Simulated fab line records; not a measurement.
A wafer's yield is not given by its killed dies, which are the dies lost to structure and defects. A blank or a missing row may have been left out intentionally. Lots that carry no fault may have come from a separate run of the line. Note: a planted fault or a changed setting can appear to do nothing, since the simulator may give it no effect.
Comparing a struck lot with a sound one / flow sky130 / 15 out of 708 route steps
Sound: the wafers L592.3, L592.4, L592.6. Wafers struck: L600.2, L600.3, L600.4. The cause is given at the end.
For every step that has rows: the tool of each side, followed by ch and its chambers, followed by its first start. Under that, the readings that differ: sound wafers / struck wafers / difference of the means / sigmas: that difference in standard deviations of wafers without a fault.
alike: same words and numbers on both sides, and readings whose means sit less than 2 such deviations apart. not compared: any withheld reading, any reading some wafer has no value for, any bound like >300 that may hide the same value, and any number with overlapping values for which the record gives no deviation.
Wherever a step has rows on one side only, a row that says differs or no value, or a row with sigmas, the two part there. When numbers do not overlap yet have no deviation, they are printed without sigmas and do not part them. A reading that every wafer of one side lacks parts them only if that side has two wafers or more.

SKY_PASSIVATION_THK_MEAS_01:
  sound on film metro-02, day 45 08:26; struck on film metro-02, day 47 18:02
  alike: PASSIVATION_CVD_00_THK
SKY_PASSIVATION_CVD_02: deposits Si3N4, target thk 540 nm.
  sound on pecvd-02 ch 0,1,2, day 45 08:29; struck on pecvd-02 ch 0,1, day 47 18:05
  alike: heater power w
SKY_PASSIVATION_THK_MEAS_03:
  sound on film metro-04, day 45 08:44; struck on film metro-01, day 47 18:19
  alike: PASSIVATION_CVD_02_THK
then, 7 steps without rows for these wafers: SKY_PASSIVATION_DEHYDRATE_04 (time 60 s); SKY_PASSIVATION_HMDS_05 (prime time 60 s); SKY_PASSIVATION_COAT_06 (resist thk 3000 nm); SKY_PASSIVATION_SOFTBAKE_07; SKY_PASSIVATION_EXPOSE_08 (exposes mask NSM, target cd 3000 nm); SKY_PASSIVATION_PEB_09; SKY_PASSIVATION_DEVELOP_10 (develop time 60 s).
SKY_PASSIVATION_ETCH_11: etches the open film in CF4/O2, stops on AlCu, target depth 725 nm, time 161.1 s.
  sound on rie diel-03 ch 0,1,2, day 46 05:53; struck on rie diel-03 ch 0,2,3, day 48 13:32
  alike: cf4 flow sccm, drypump motor current A, oes product au, throttle valve pct
  not compared: rf hours counter h
SKY_PASSIVATION_STRIP_12: strips in O2/N2.
  sound on plasma asher-01 ch 0,1, day 46 06:01; struck on plasma asher-04 ch 0,1, day 48 13:38
  alike: drypump motor current A, oes product au, strip time to endpoint s
  not compared: rf hours counter h
SKY_PAD_OPEN_DEHYDRATE_00: time 60 s.
  sound on litho track-04 ch 0, day 46 15:35; struck on litho track-01 ch 0, day 48 22:14
reading=run length s (s); sound=89.03 89.35 89.05; struck=95.03 95.12 95.11; difference=+5.94; sigmas=+37
  alike: heater power total W, plate temp C
then, 1 step without rows for these wafers: SKY_PAD_OPEN_HMDS_01 (prime time 60 s).
SKY_PAD_OPEN_PROBE_99:
  rows exist in the record for the sound wafers here (prober-01, day 47 04:08), none for the struck ones

== WHERE THEY PART ==
Earliest at SKY_PAD_OPEN_DEHYDRATE_00; latest, in this record, at SKY_PAD_OPEN_PROBE_99.

WHY: the cause the simulator had injected
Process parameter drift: litho track-01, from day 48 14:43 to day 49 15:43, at SKY_PAD_OPEN_DEHYDRATE_00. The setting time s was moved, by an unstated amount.
